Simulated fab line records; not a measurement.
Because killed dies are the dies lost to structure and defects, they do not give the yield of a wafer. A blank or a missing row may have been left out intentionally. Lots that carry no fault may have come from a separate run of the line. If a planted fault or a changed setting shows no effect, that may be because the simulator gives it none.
fab line records	flow sky130
record lots=24	wafers=72	last_day=50
route steps=708 shown FIELD_ISO@14 METAL1@440 VIA1@482 METAL4@632
lots that met no fault: taken from a fault-free run of the same line
start_h: hours from the record's first day to the start of the lot's first wafer shown	wait_h: how many hours have passed since the lot's step before this one	" as in the row above	L1.1+2: several wafers, shown together as one row	- no value, or no start was given	* or withheld: withheld	< > ~ a bound
route shown NAME@n: names a module that has steps shown in the file, with the first one's number in the route	usual: mean/standard deviation taken from wafers without a fault	same: alike in all rows	chamber/n: place in a boat	sites: each site's reading	_std_site: the standard deviation of these	_edge_site: inner sites' mean taken away from outer sites' mean	radius_mm: how far each site lies from the wafer's centre	mask NAME#n: copy n	behind: the tool/chamber that last shaped the wafer	hold: reason for holding the lot/hours on hold/outcome of the hold	device: names the non-switching transistor (n, p or np)	end of line: the same wafers' tests at the end of the route	a step with no rows: only its recipe	killed: dies that structure and defects cost at the first sort, which is not the same as the wafer's yield	map: the dies of a wafer, with x for killed, . for not killed, _ for no die there
set.NAME: setting as actually run; set.NAME@STEP: the setting as run at that earlier step	model.NAME: the simulator's own value behind a step, which no gauge read
steps of the route over a sample of lots; a table a step, a row a wafer
services: the hour from which a tool's chamber was out of use, counted from the record's first day as start_h (under 0 if before that day), plus the number of hours and why
## steps
# step SKY_FIELD_ISO_CD_MEAS_13
# recipe target_cd_nm=150
# usual cd_nm=150.1/1.6
lot.wafer	tool	chamber	start_h	wait_h	cd_nm
L074.3	cd_sem-01	-	28.42	-	150.8
L074.5	"	-	"	"	148.6
L074.6	"	-	"	"	149.2
L075.1	cd_sem-01	-	32.98	-	148.7
L075.3	"	-	"	"	147.1
L075.6	"	-	"	"	148.7
L076.2	cd_sem-02	-	39.99	-	149.6
L076.4	"	-	"	"	151.2
L076.5	"	-	"	"	149.6
L077.1	cd_sem-02	-	44.23	-	151.6
L077.4	"	-	"	"	151.3
L077.6	"	-	"	"	151.8
L078.2	cd_sem-01	-	49.41	-	149.5
L078.4	"	-	"	"	150.6
L078.6	"	-	"	"	151.6
L079.2	cd_sem-01	-	55.36	-	148.0
L079.4	"	-	"	"	147.6
L079.6	"	-	"	"	146.4
L080.1	cd_sem-01	-	58.73	-	151.2
L080.2	"	-	"	"	151.3
L080.3	"	-	"	"	149.9
L081.3	cd_sem-02	-	67.87	-	148.7
L081.5	"	-	"	"	152.0
L081.6	"	-	"	"	152.1
L082.2	cd_sem-02	-	74.71	-	149.7
L082.3	"	-	"	"	147.5
L082.6	"	-	"	"	149.4
L083.2	cd_sem-01	-	74.74	-	151.5
L083.3	"	-	"	"	154.0
L083.6	"	-	"	"	152.3
L084.2	cd_sem-01	-	83.89	-	151.7
L084.3	"	-	"	"	152.8
L084.6	"	-	"	"	152.7
L085.3	cd_sem-02	-	84.47	-	152.0
L085.4	"	-	"	"	151.6
L085.5	"	-	"	"	152.8
L087.2	cd_sem-02	-	96.09	-	149.2
L087.3	"	-	"	"	148.1
L087.6	"	-	"	"	149.3
L086.1	cd_sem-01	-	96.29	-	150.5
L086.3	"	-	"	"	151.3
L086.4	"	-	"	"	150.6
L088.3	cd_sem-02	-	102.13	-	150.5
L088.5	"	-	"	"	151.4
L088.6	"	-	"	"	151.7
L089.1	cd_sem-01	-	107.68	-	150.1
L089.2	"	-	"	"	151.1
L089.3	"	-	"	"	150.3
L090.1	cd_sem-02	-	113.03	-	146.9
L090.2	"	-	"	"	147.6
L090.5	"	-	"	"	149.7
L091.1	cd_sem-02	-	119.89	-	149.4
L091.5	"	-	"	"	149.2
L091.6	"	-	"	"	149.4
L092.2	cd_sem-02	-	126.29	-	151.3
L092.4	"	-	"	"	149.5
L092.5	"	-	"	"	150.8
L093.1	cd_sem-02	-	128.23	-	147.9
L093.2	"	-	"	"	148.4
L093.6	"	-	"	"	147.8
L094.1	cd_sem-02	-	134.27	-	149.2
L094.5	"	-	"	"	149.4
L094.6	"	-	"	"	148.5
L095.4	cd_sem-02	-	140.04	-	148.7
L095.5	"	-	"	"	151.4
L095.6	"	-	"	"	148.2
L096.1	cd_sem-01	-	143.14	-	148.9
L096.2	"	-	"	"	149.8
L096.4	"	-	"	"	148.4
L097.4	cd_sem-02	-	148.35	-	152.5
L097.5	"	-	"	"	151.8
L097.6	"	-	"	"	151.4
# step SKY_METAL1_THK_MEAS_06
# recipe thk_meas_gauge=xrf	reads=AlCu_of_METAL1_SPUTTER_02
# usual METAL1_ALCU_THK=252/3.4
lot.wafer	tool	chamber	start_h	wait_h	METAL1_ALCU_THK[nm]
L074.3	film_metro-03	-	743.79	0.1	255
L074.5	"	-	"	"	251
L074.6	"	-	"	"	250
L075.1	film_metro-03	-	753.06	0.1	260
L075.3	"	-	"	"	255
L075.6	"	-	"	"	252
L076.2	film_metro-01	-	758.15	0.1	249
L076.4	"	-	"	"	257
L076.5	"	-	"	"	248
L077.1	film_metro-01	-	778.61	0.1	250
L077.4	"	-	"	"	248
L077.6	"	-	"	"	251
L078.2	film_metro-02	-	801.49	0.1	251
L078.4	"	-	"	"	257
L078.6	"	-	"	"	253
L080.1	film_metro-02	-	809.86	0.1	252
L080.2	"	-	"	"	259
L080.3	"	-	"	"	251
L079.2	film_metro-03	-	810.25	0.1	250
L079.4	"	-	"	"	250
L079.6	"	-	"	"	255
L081.3	film_metro-01	-	825.33	0.1	257
L081.5	"	-	"	"	251
L081.6	"	-	"	"	253
L082.2	film_metro-03	-	827.65	0.1	251
L082.3	"	-	"	"	251
L082.6	"	-	"	"	248
L083.2	film_metro-01	-	829.57	0.1	260
L083.3	"	-	"	"	253
L083.6	"	-	"	"	258
L085.3	film_metro-01	-	830.37	0.1	254
L085.4	"	-	"	"	254
L085.5	"	-	"	"	255
L084.2	film_metro-03	-	830.70	0.1	250
L084.3	"	-	"	"	253
L084.6	"	-	"	"	254
L087.2	film_metro-01	-	844.04	0.1	251
L087.3	"	-	"	"	251
L087.6	"	-	"	"	249
L086.1	film_metro-01	-	850.36	0.1	255
L086.3	"	-	"	"	247
L086.4	"	-	"	"	250
L089.1	film_metro-01	-	864.02	0.1	250
L089.2	"	-	"	"	256
L089.3	"	-	"	"	256
L088.3	film_metro-03	-	868.49	0.1	252
L088.5	"	-	"	"	255
L088.6	"	-	"	"	254
L090.1	film_metro-02	-	876.81	0.1	252
L090.2	"	-	"	"	251
L090.5	"	-	"	"	252
L091.1	film_metro-02	-	879.47	0.1	250
L091.5	"	-	"	"	256
L091.6	"	-	"	"	250
L092.2	film_metro-02	-	882.53	0.1	255
L092.4	"	-	"	"	254
L092.5	"	-	"	"	251
L093.1	film_metro-02	-	884.27	0.1	246
L093.2	"	-	"	"	249
L093.6	"	-	"	"	246
L094.1	film_metro-01	-	888.89	0.1	250
L094.5	"	-	"	"	248
L094.6	"	-	"	"	248
L095.4	film_metro-02	-	909.30	0.1	252
L095.5	"	-	"	"	252
L095.6	"	-	"	"	253
L096.1	film_metro-01	-	910.57	0.1	246
L096.2	"	-	"	"	248
L096.4	"	-	"	"	251
L097.4	film_metro-01	-	912.67	0.1	253
L097.5	"	-	"	"	253
L097.6	"	-	"	"	258
# step SKY_METAL1_ETCH_18
# recipe chemistry=N2/H2	target=BARC	ion_energy_ev=200	bias_w=100	pressure_mtorr=30	n2_flow_sccm=100	h2_flow_sccm=200	icp_w=500	stop_on=SiO2	time_s=45.9	target_depth_a=600
# usual drypump_motor_current_A=5.8/0.54	oes_product_au=0.855/0.0047	throttle_valve_pct=13.225/0.0087
lot.wafer	tool	chamber	start_h	wait_h	drypump_motor_current_A	oes_product_au	rf_hours_counter_h	throttle_valve_pct
L074.3	rie_metal-04	1	771.33	0.0	6.4	0.862	-	13.214
L074.5	"	0	"	"	5.5	0.852	-	13.232
L074.6	"	1	"	"	6.4	0.852	-	13.234
L075.1	rie_metal-04	1	779.97	0.0	6.4	0.857	7	13.225
L075.3	"	0	"	"	5.5	0.854	-	13.213
L075.6	"	0	"	"	5.5	0.862	-	13.211
L076.2	rie_metal-03	1	784.96	0.0	5.5	0.861	3	13.212
L076.4	"	0	"	"	4.9	0.845	-	13.223
L076.5	"	1	"	"	5.5	0.857	-	13.211
L077.1	rie_metal-04	1	803.04	0.1	6.4	0.864	8	13.217
L077.4	"	1	"	"	6.3	0.857	-	13.224
L077.6	"	1	"	"	6.4	0.862	-	13.224
L078.2	rie_metal-03	1	828.37	0.1	5.5	0.866	-	13.233
L078.4	"	1	"	"	5.5	0.858	-	13.243
L078.6	"	1	"	"	5.5	0.855	-	13.231
L080.1	rie_metal-04	1	836.77	0.0	6.4	0.852	10	13.231
L080.2	"	0	"	"	5.5	0.853	1	13.213
L080.3	"	0	"	"	5.6	0.858	-	13.219
L079.2	rie_metal-03	1	837.16	0.1	5.5	0.845	-	13.229
L079.4	"	1	"	"	5.5	0.856	-	13.221
L079.6	"	1	"	"	5.5	0.853	-	13.220
L081.3	rie_metal-01	0	852.58	0.0	6.5	0.856	-	13.224
L081.5	"	1	"	"	5.6	0.861	-	13.205
L081.6	"	0	"	"	6.5	0.853	-	13.220
L082.2	rie_metal-03	0	854.84	0.0	4.9	0.858	0	13.222
L082.3	"	0	"	"	4.9	0.856	-	13.222
L082.6	"	1	"	"	5.5	0.855	-	13.227
L083.2	rie_metal-01	1	856.11	0.0	5.5	0.858	5	13.221
L083.3	"	0	"	"	6.5	0.855	-	13.228
L083.6	"	1	"	"	5.6	0.856	-	13.220
L085.3	rie_metal-03	1	857.59	0.0	5.5	0.847	-	13.227
L085.4	"	0	"	"	4.9	0.856	-	13.221
L085.5	"	0	"	"	4.9	0.858	-	13.214
L084.2	rie_metal-01	0	857.66	0.0	6.5	0.852	16	13.225
L084.3	"	1	"	"	5.6	0.860	-	13.224
L084.6	"	0	"	"	6.5	0.847	-	13.239
L087.2	rie_metal-01	1	870.42	0.0	5.6	0.853	6	13.227
L087.3	"	1	"	"	5.6	0.850	-	13.230
L087.6	"	0	"	"	6.5	0.861	-	13.219
L086.1	rie_metal-03	1	876.71	0.0	5.5	0.857	9	13.229
L086.3	"	0	"	"	4.9	0.850	-	13.223
L086.4	"	1	"	"	5.5	0.860	-	13.229
L089.1	rie_metal-01	0	888.36	0.0	6.5	0.856	0	13.217
L089.2	"	1	"	"	5.5	0.859	7	13.227
L089.3	"	1	"	"	5.6	0.851	-	13.217
L088.3	rie_metal-03	1	894.03	0.0	5.5	0.857	-	13.226
L088.5	"	0	"	"	4.9	0.848	-	13.235
L088.6	"	1	"	"	5.5	0.845	-	13.227
L090.1	rie_metal-04	1	902.01	0.0	6.4	0.850	11	13.231
L090.2	"	0	"	"	5.5	0.853	4	13.228
L090.5	"	1	"	"	6.3	0.852	-	13.234
L091.1	rie_metal-04	1	904.84	0.0	6.3	0.854	11	13.219
L091.5	"	1	"	"	6.3	0.863	-	13.221
L091.6	"	0	"	"	5.5	0.864	-	13.237
L092.2	rie_metal-04	1	908.82	0.0	6.4	0.856	11	13.228
L092.4	"	0	"	"	5.6	0.851	-	13.206
L092.5	"	1	"	"	6.4	0.860	-	13.234
L093.1	rie_metal-04	0	909.87	0.0	5.5	0.854	4	13.243
L093.2	"	1	"	"	6.4	0.847	12	13.218
L093.6	"	1	"	"	6.4	0.849	-	13.233
L094.1	rie_metal-01	0	914.66	0.0	6.5	0.855	1	13.222
L094.5	"	0	"	"	6.5	0.857	-	13.218
L094.6	"	1	"	"	5.6	0.856	-	13.231
L095.4	rie_metal-04	1	935.06	0.1	6.3	0.856	-	13.218
L095.5	"	1	"	"	6.4	0.859	-	13.224
L095.6	"	1	"	"	6.3	0.855	-	13.227
L096.1	rie_metal-03	1	936.36	0.0	5.5	0.848	12	13.223
L096.2	"	0	"	"	4.9	0.853	4	13.218
L096.4	"	1	"	"	5.5	0.849	-	13.225
L097.4	rie_metal-01	1	939.03	0.0	5.6	0.861	-	13.215
L097.5	"	0	"	"	6.5	0.851	-	13.228
L097.6	"	1	"	"	5.6	0.861	-	13.219
# step SKY_VIA1_CMP_24
# recipe stop_on=SiO2	t_overpolish_s=15	down_force_psi=3.5	platen_rpm=60	target_thk_nm=0	pad_velocity_m_s=0.94248
# usual motor_current_A=11.4/1.3	overpolish_run_s=15.000/0.0093	time_to_endpoint_s=65/3
lot.wafer	tool	chamber	start_h	wait_h	motor_current_A	overpolish_run_s	time_to_endpoint_s
L074.3	cmp-01	1	799.30	0.1	11.7	15.008	68
L074.5	"	0	"	"	9.6	15.008	64
L074.6	"	1	"	"	11.3	14.994	68
L075.1	cmp-02	0	807.05	0.1	11.0	14.996	66
L075.3	"	1	"	"	12.5	14.983	64
L075.6	"	0	"	"	10.8	14.986	62
L076.4	cmp-02	1	814.16	0.1	12.7	14.993	68
L076.2	"	2	"	"	12.1	14.994	65
L076.5	"	3	"	"	12.0	14.990	60
L077.1	cmp-02	2	833.50	0.1	12.3	14.998	63
L077.4	"	0	"	"	11.3	14.992	62
L077.6	"	1	"	"	13.4	14.987	65
L078.2	cmp-02	2	857.95	0.1	12.4	15.002	65
L078.4	"	3	"	"	12.1	15.017	66
L078.6	"	2	"	"	12.9	14.992	66
L080.3	cmp-01	3	865.39	0.0	9.8	15.003	73
L080.2	"	0	"	"	9.5	15.001	67
L080.1	"	1	"	"	12.1	15.009	71
L079.2	cmp-01	0	866.34	0.0	8.9	15.013	67
L079.4	"	1	"	"	11.7	15.009	68
L079.6	"	1	"	"	12.1	15.003	66
L081.3	cmp-02	3	880.82	0.1	12.0	15.009	65
L081.5	"	2	"	"	12.1	14.995	62
L081.6	"	3	"	"	11.7	14.985	64
L082.2	cmp-01	1	882.85	0.1	11.9	14.990	68
L082.3	"	2	"	"	12.6	14.999	67
L082.6	"	3	"	"	9.0	14.997	69
L083.2	cmp-02	1	883.74	0.0	12.5	14.991	67
L083.3	"	2	"	"	12.0	14.993	66
L083.6	"	1	"	"	12.7	15.007	68
L085.3	cmp-01	2	885.24	0.1	12.8	14.993	66
L085.4	"	3	"	"	9.0	15.000	68
L085.5	"	1	"	"	12.6	14.983	65
L084.3	cmp-01	1	885.83	0.1	12.0	15.002	65
L084.2	"	2	"	"	12.2	15.015	69
L084.6	"	0	"	"	9.2	14.993	62
L087.2	cmp-02	0	897.76	0.1	11.0	15.003	63
L087.3	"	1	"	"	12.2	14.990	62
L087.6	"	0	"	"	10.7	15.011	62
L086.4	cmp-02	1	904.30	0.4	12.8	14.999	67
L086.1	"	3	"	"	12.2	14.987	66
L086.3	"	0	"	"	11.2	14.994	63
L089.1	cmp-02	3	916.86	0.1	12.0	15.002	63
L089.2	"	0	"	"	11.4	15.009	62
L089.3	"	2	"	"	11.8	14.998	64
L088.3	cmp-01	1	922.05	0.1	11.6	15.007	65
L088.6	"	3	"	"	10.1	14.998	70
L088.5	"	0	"	"	9.4	15.017	61
L090.1	cmp-01	1	931.45	0.1	11.6	15.003	66
L090.2	"	2	"	"	11.9	15.014	63
L090.5	"	3	"	"	9.5	15.005	70
L091.1	cmp-02	3	933.91	0.2	11.7	14.999	67
L091.6	"	0	"	"	11.1	15.012	68
L091.5	"	1	"	"	12.3	15.007	68
L092.2	cmp-01	3	937.24	0.0	9.3	15.015	68
L092.4	"	1	"	"	12.4	14.999	67
L092.5	"	0	"	"	9.4	15.008	65
L093.1	cmp-02	0	938.71	0.1	11.5	14.996	60
L093.2	"	3	"	"	11.4	14.999	64
L093.6	"	0	"	"	10.9	14.996	61
L094.1	cmp-01	3	943.11	0.1	9.0	15.008	65
L094.6	"	1	"	"	12.4	15.015	63
L094.5	"	2	"	"	12.5	15.013	65
L095.4	cmp-02	1	961.98	0.2	12.8	14.985	66
L095.5	"	1	"	"	13.0	15.018	64
L095.6	"	2	"	"	12.4	15.011	62
L096.2	cmp-01	1	962.20	0.0	11.8	15.010	65
L096.4	"	2	"	"	12.5	15.008	64
L096.1	"	0	"	"	9.1	14.992	67
L097.4	cmp-02	3	965.59	0.1	12.1	15.016	64
L097.5	"	2	"	"	12.7	14.997	64
L097.6	"	3	"	"	11.9	14.995	64
# step SKY_METAL4_ETCH_16
# recipe chemistry=N2/H2	target=BARC	ion_energy_ev=200	bias_w=100	pressure_mtorr=30	n2_flow_sccm=100	h2_flow_sccm=200	icp_w=500	stop_on=SiO2	time_s=88.2	target_depth_a=600
# usual drypump_motor_current_A=5.5/0.59	oes_product_au=0.626/0.0047	throttle_valve_pct=13.204/0.0095
lot.wafer	tool	chamber	start_h	wait_h	drypump_motor_current_A	oes_product_au	rf_hours_counter_h	throttle_valve_pct
L074.3	rie_metal-01	1	987.30	0.0	5.6	0.627	-	13.204
L074.5	"	1	"	"	5.6	0.624	-	13.199
L074.6	"	0	"	"	6.5	0.631	-	13.195
L075.1	rie_metal-01	0	994.16	0.0	6.5	0.622	5	13.211
L075.3	"	0	"	"	6.5	0.623	-	13.206
L075.6	"	0	"	"	6.5	0.631	-	13.205
L076.2	rie_metal-03	0	998.02	0.0	4.9	0.624	8	13.208
L076.4	"	0	"	"	4.9	0.621	-	13.190
L076.5	"	1	"	"	5.5	0.632	-	13.198
L077.1	rie_metal-03	1	1016.47	0.0	5.5	0.624	17	13.225
L077.4	"	1	"	"	5.5	0.633	-	13.219
L077.6	"	1	"	"	5.5	0.624	-	13.212
L078.2	rie_metal-02	0	1040.81	0.0	4.7	0.631	28	13.210
L078.4	"	1	"	"	5.3	0.629	-	13.204
L078.6	"	0	"	"	4.8	0.628	-	13.197
L080.1	rie_metal-02	1	1044.62	0.0	5.3	0.626	3	13.196
L080.2	"	0	"	"	4.8	0.625	28	13.206
L080.3	"	1	"	"	5.3	0.631	-	13.198
L079.2	rie_metal-03	1	1046.56	0.0	5.5	0.628	18	13.210
L079.4	"	1	"	"	5.5	0.623	-	13.209
L079.6	"	0	"	"	4.9	0.633	-	13.211
L081.3	rie_metal-01	0	1058.05	0.0	6.5	0.628	-	13.212
L081.5	"	0	"	"	6.5	0.626	-	13.229
L081.6	"	1	"	"	5.6	0.631	-	13.199
L082.2	rie_metal-02	1	1059.68	0.1	5.3	0.626	-	13.209
L082.3	"	1	"	"	5.3	0.623	-	13.200
L082.6	"	1	"	"	5.3	0.622	-	13.198
L083.2	rie_metal-03	1	1062.07	0.0	5.5	0.634	19	13.207
L083.3	"	1	"	"	5.5	0.619	-	13.222
L083.6	"	0	"	"	4.9	0.632	-	13.215
L085.3	rie_metal-01	0	1063.00	0.0	6.5	0.622	-	13.213
L085.4	"	1	"	"	5.6	0.628	-	13.205
L085.5	"	0	"	"	6.5	0.632	-	13.192
L084.2	rie_metal-01	1	1064.46	0.0	5.6	0.631	17	13.190
L084.3	"	1	"	"	5.6	0.628	-	13.205
L084.6	"	0	"	"	6.5	0.632	-	13.205
L087.2	rie_metal-02	0	1072.22	0.0	4.7	0.627	0	13.210
L087.3	"	1	"	"	5.3	0.625	-	13.206
L087.6	"	0	"	"	4.7	0.632	-	13.189
L086.1	rie_metal-02	0	1079.46	0.0	4.7	0.635	1	13.211
L086.3	"	1	"	"	5.3	0.623	-	13.201
L086.4	"	0	"	"	4.7	0.623	-	13.206
L089.1	rie_metal-02	1	1086.61	0.0	5.3	0.623	8	13.188
L089.2	"	0	"	"	4.7	0.627	1	13.216
L089.3	"	1	"	"	5.3	0.625	-	13.211
L088.3	rie_metal-02	1	1092.60	0.0	5.3	0.632	-	13.210
L088.5	"	0	"	"	4.7	0.625	-	13.199
L088.6	"	1	"	"	5.3	0.622	-	13.213
L090.1	rie_metal-01	0	1100.41	0.0	6.5	0.631	11	13.212
L090.2	"	1	"	"	5.6	0.631	18	13.201
L090.5	"	1	"	"	5.6	0.620	-	13.207
L091.1	rie_metal-02	1	1103.57	0.0	5.3	0.610	9	13.202
L091.5	"	1	"	"	5.3	0.629	-	13.218
L091.6	"	0	"	"	4.7	0.626	-	13.205
L092.2	rie_metal-02	0	1104.91	0.0	4.7	0.628	3	13.208
L092.4	"	0	"	"	4.7	0.624	-	13.188
L092.5	"	0	"	"	4.7	0.629	-	13.200
L093.1	rie_metal-01	0	1106.32	0.0	6.5	0.629	11	13.208
L093.2	"	1	"	"	5.6	0.624	18	13.201
L093.6	"	0	"	"	6.4	0.632	-	13.212
L094.1	rie_metal-01	0	1110.71	0.0	6.5	0.630	12	13.185
L094.5	"	0	"	"	6.5	0.624	-	13.199
L094.6	"	1	"	"	5.6	0.621	-	13.205
L095.4	rie_metal-03	1	1127.48	0.0	5.5	0.620	-	13.221
L095.5	"	1	"	"	5.5	0.615	-	13.188
L095.6	"	0	"	"	4.9	0.616	-	13.204
L096.1	rie_metal-01	0	1127.72	0.0	6.5	0.632	13	13.202
L096.2	"	1	"	"	5.6	0.623	21	13.212
L096.4	"	0	"	"	6.5	0.624	-	13.208
L097.4	rie_metal-01	0	1131.59	0.0	6.5	0.624	-	13.212
L097.5	"	1	"	"	5.6	0.624	-	13.208
L097.6	"	0	"	"	6.5	0.624	-	13.189
# step SKY_METAL4_METAL_ETCH_18
# recipe target_depth_a=8450	stop_on=SiO2	over_etch_frac=0.3	time_s=183.1	chemistry=Cl2/BCl3	resist_sidewall_deg=88	pressure_mtorr=10	icp_w=900	bias_w=48.5	Cl2_flow_sccm=60	bcl3_flow_sccm=30
# usual drypump_motor_current_A=5.4/0.56	oes_product_au=0.862/0.0066	throttle_valve_pct=22.265/0.0091
# same over_etch_frac=0.3
lot.wafer	tool	chamber	start_h	wait_h	drypump_motor_current_A	oes_product_au	rf_hours_counter_h	throttle_valve_pct
L074.3	rie_metal-02	0	987.51	0.1	4.7	0.859	-	22.262
L074.5	"	0	"	"	4.7	0.867	-	22.258
L074.6	"	0	"	"	4.7	0.863	-	22.260
L075.1	rie_metal-02	0	994.28	0.0	4.7	0.869	25	22.263
L075.3	"	0	"	"	4.7	0.868	-	22.267
L075.6	"	0	"	"	4.7	0.868	-	22.270
L076.2	rie_metal-01	0	998.14	0.0	6.5	0.870	5	22.279
L076.4	"	0	"	"	6.5	0.851	-	22.270
L076.5	"	1	"	"	5.6	0.851	-	22.274
L077.1	rie_metal-02	0	1016.59	0.0	4.7	0.863	26	22.258
L077.4	"	1	"	"	5.3	0.865	-	22.259
L077.6	"	0	"	"	4.7	0.864	-	22.249
L078.2	rie_metal-01	0	1040.93	0.0	6.5	0.867	7	22.266
L078.4	"	0	"	"	6.5	0.853	-	22.267
L078.6	"	1	"	"	5.6	0.851	-	22.272
L080.1	rie_metal-03	0	1044.74	0.0	4.9	0.861	10	22.273
L080.2	"	1	"	"	5.4	0.872	18	22.271
L080.3	"	1	"	"	5.5	0.869	-	22.269
L079.2	rie_metal-01	0	1046.68	0.0	6.5	0.845	8	22.273
L079.4	"	1	"	"	5.6	0.853	-	22.265
L079.6	"	1	"	"	5.6	0.861	-	22.269
L081.3	rie_metal-03	1	1058.20	0.1	5.5	0.867	-	22.266
L081.5	"	0	"	"	4.9	0.853	-	22.255
L081.6	"	1	"	"	5.5	0.862	-	22.279
L082.2	rie_metal-01	0	1059.86	0.0	6.5	0.869	9	22.272
L082.3	"	1	"	"	5.5	0.878	-	22.264
L082.6	"	1	"	"	5.5	0.863	-	22.284
L083.2	rie_metal-02	1	1062.25	0.1	5.3	0.870	-	22.257
L083.3	"	1	"	"	5.3	0.867	-	22.245
L083.6	"	1	"	"	5.3	0.858	-	22.261
L085.3	rie_metal-03	0	1063.14	0.1	4.9	0.849	-	22.258
L085.4	"	1	"	"	5.5	0.852	-	22.264
L085.5	"	1	"	"	5.4	0.852	-	22.241
L084.2	rie_metal-03	1	1064.58	0.0	5.5	0.869	19	22.272
L084.3	"	1	"	"	5.5	0.866	-	22.262
L084.6	"	0	"	"	4.9	0.863	-	22.254
L087.2	rie_metal-03	1	1072.34	0.0	5.5	0.860	20	22.277
L087.3	"	1	"	"	5.4	0.865	-	22.271
L087.6	"	0	"	"	4.8	0.865	-	22.271
L086.1	rie_metal-03	1	1079.58	0.0	5.5	0.870	20	22.263
L086.3	"	1	"	"	5.5	0.865	-	22.267
L086.4	"	0	"	"	4.9	0.866	-	22.286
L089.1	rie_metal-01	1	1086.73	0.0	5.6	0.856	17	22.277
L089.2	"	0	"	"	6.5	0.854	10	22.253
L089.3	"	1	"	"	5.6	0.862	-	22.259
L088.3	rie_metal-03	0	1092.74	0.1	4.9	0.869	-	22.251
L088.5	"	0	"	"	4.9	0.868	-	22.268
L088.6	"	1	"	"	5.5	0.856	-	22.275
L090.1	rie_metal-02	1	1100.53	0.0	5.3	0.863	9	22.277
L090.2	"	0	"	"	4.8	0.865	2	22.275
L090.5	"	0	"	"	4.7	0.874	-	22.262
L091.1	rie_metal-01	1	1103.69	0.0	5.6	0.872	18	22.267
L091.5	"	1	"	"	5.6	0.868	-	22.269
L091.6	"	0	"	"	6.5	0.864	-	22.255
L092.2	rie_metal-01	1	1105.03	0.0	5.5	0.870	18	22.257
L092.4	"	1	"	"	5.6	0.874	-	22.254
L092.5	"	0	"	"	6.5	0.870	-	22.262
L093.1	rie_metal-02	1	1106.44	0.0	5.3	0.859	9	22.269
L093.2	"	0	"	"	4.7	0.861	3	22.269
L093.6	"	1	"	"	5.3	0.858	-	22.272
L094.1	rie_metal-03	0	1110.83	0.0	4.9	0.863	15	22.277
L094.5	"	1	"	"	5.4	0.847	-	22.281
L094.6	"	0	"	"	4.9	0.866	-	22.264
L095.4	rie_metal-02	0	1127.63	0.1	4.7	0.867	-	22.271
L095.5	"	1	"	"	5.3	0.868	-	22.265
L095.6	"	0	"	"	4.7	0.854	-	22.271
L096.1	rie_metal-03	0	1127.84	0.0	4.9	0.856	16	22.273
L096.2	"	1	"	"	5.5	0.852	24	22.269
L096.4	"	0	"	"	4.9	0.868	-	22.263
L097.4	rie_metal-02	1	1131.74	0.1	5.3	0.867	-	22.253
L097.5	"	0	"	"	4.7	0.860	-	22.254
L097.6	"	1	"	"	5.3	0.862	-	22.267
## services
tool	chamber	start_h	hours	kind
cmp-02	-	750.70	5.4	pm
rie_metal-03	0	765.40	2.7	repair
cmp-02	-	784.72	1.5	repair
rie_metal-01	0	791.47	2.3	repair
rie_metal-03	0	793.30	23.4	repair
rie_metal-02	1	800.89	12.3	repair
cmp-01	-	831.57	1.0	repair
rie_metal-03	-	883.71	1.4	pm
rie_metal-02	-	885.70	1.4	pm
rie_metal-02	-	896.90	2.5	repair
cmp-01	-	898.91	0.6	repair
rie_metal-02	1	906.05	13.9	repair
rie_metal-02	1	944.44	20.5	repair
rie_metal-03	-	950.55	0.6	repair
rie_metal-01	0	962.19	2.8	repair
rie_metal-01	-	972.54	1.4	repair
rie_metal-02	-	997.25	2.8	pm
cmp-02	-	1067.96	0.5	repair
rie_metal-01	-	1069.96	14.6	pm
rie_metal-03	-	1084.70	2.7	repair
cmp-02	-	1104.02	1.5	repair
cmp-02	-	1109.14	4.0	pm
cmp-02	-	1119.83	4.9	pm
cmp-02	-	1125.58	3.6	repair
## key
fault none
